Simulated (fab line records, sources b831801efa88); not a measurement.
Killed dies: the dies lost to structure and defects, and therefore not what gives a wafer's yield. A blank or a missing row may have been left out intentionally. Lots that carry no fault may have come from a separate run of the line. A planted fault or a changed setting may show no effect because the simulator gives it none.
Matching of chambers :: flow gf180mcu :: 4 sister chambers for GF_STI_CMP_25 on cmp-02
The step polishes, stops on Si3N4, t overpolish 33 s, target thk 524.6 nm. 4 wafers are shown with their chamber, then 7 later ones without.

WAFERS PAIRED WITH THEIR CHAMBERS
wafer: L081.2
chamber: 1
time-to-endpoint-s (s): 116

wafer: L088.1
chamber: 3
time-to-endpoint-s (s): 129

wafer: L089.2
chamber: 0
time-to-endpoint-s (s): 116

wafer: L089.4
chamber: 2
time-to-endpoint-s (s): 119

WAFERS WITHOUT THEIR CHAMBER
wafer: L089.5
time-to-endpoint-s (s): 117

wafer: L091.2
time-to-endpoint-s (s): 121

wafer: L091.4
time-to-endpoint-s (s): 124

wafer: L091.5
time-to-endpoint-s (s): 128

wafer: L096.1
time-to-endpoint-s (s): 123

wafer: L096.4
time-to-endpoint-s (s): 128

wafer: L096.5
time-to-endpoint-s (s): 124

WHICH CHAMBER EACH ONE RAN IN
wafer: L089.5
from the rows above: can't be placed: 0 or 1 or 2
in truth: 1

wafer: L091.2
from the rows above: can't be placed: 2 or 0 or 1 or 3
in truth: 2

wafer: L091.4
from the rows above: can't be placed: 2 or 3 or 0 or 1
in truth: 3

wafer: L091.5
from the rows above: 3
in truth: 3

wafer: L096.1
from the rows above: can't be placed: 2 or 3 or 0 or 1
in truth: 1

wafer: L096.4
from the rows above: 3
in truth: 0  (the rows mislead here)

wafer: L096.5
from the rows above: can't be placed: 2 or 3 or 0 or 1
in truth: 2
Placed correctly: 1 of 7. Cannot be placed on the basis of these rows: 5; the candidates contain the true chamber in 5. 1 placed wrongly.
How it was worked out, from the rows above alone: a wafer's distance from a chamber is the root of the sum, over the readings, of the square of ((its reading less the chamber's mean) divided by the reading's scatter). If the next closest chamber is less than 2 further off than the closest, the wafer can't be placed; otherwise it belongs to the closest. Each chamber's mean is taken over the wafers shown for it. The scatter: with one shown wafer a chamber, the root of the mean of the squares of how far each hidden wafer lies from its nearest shown one.
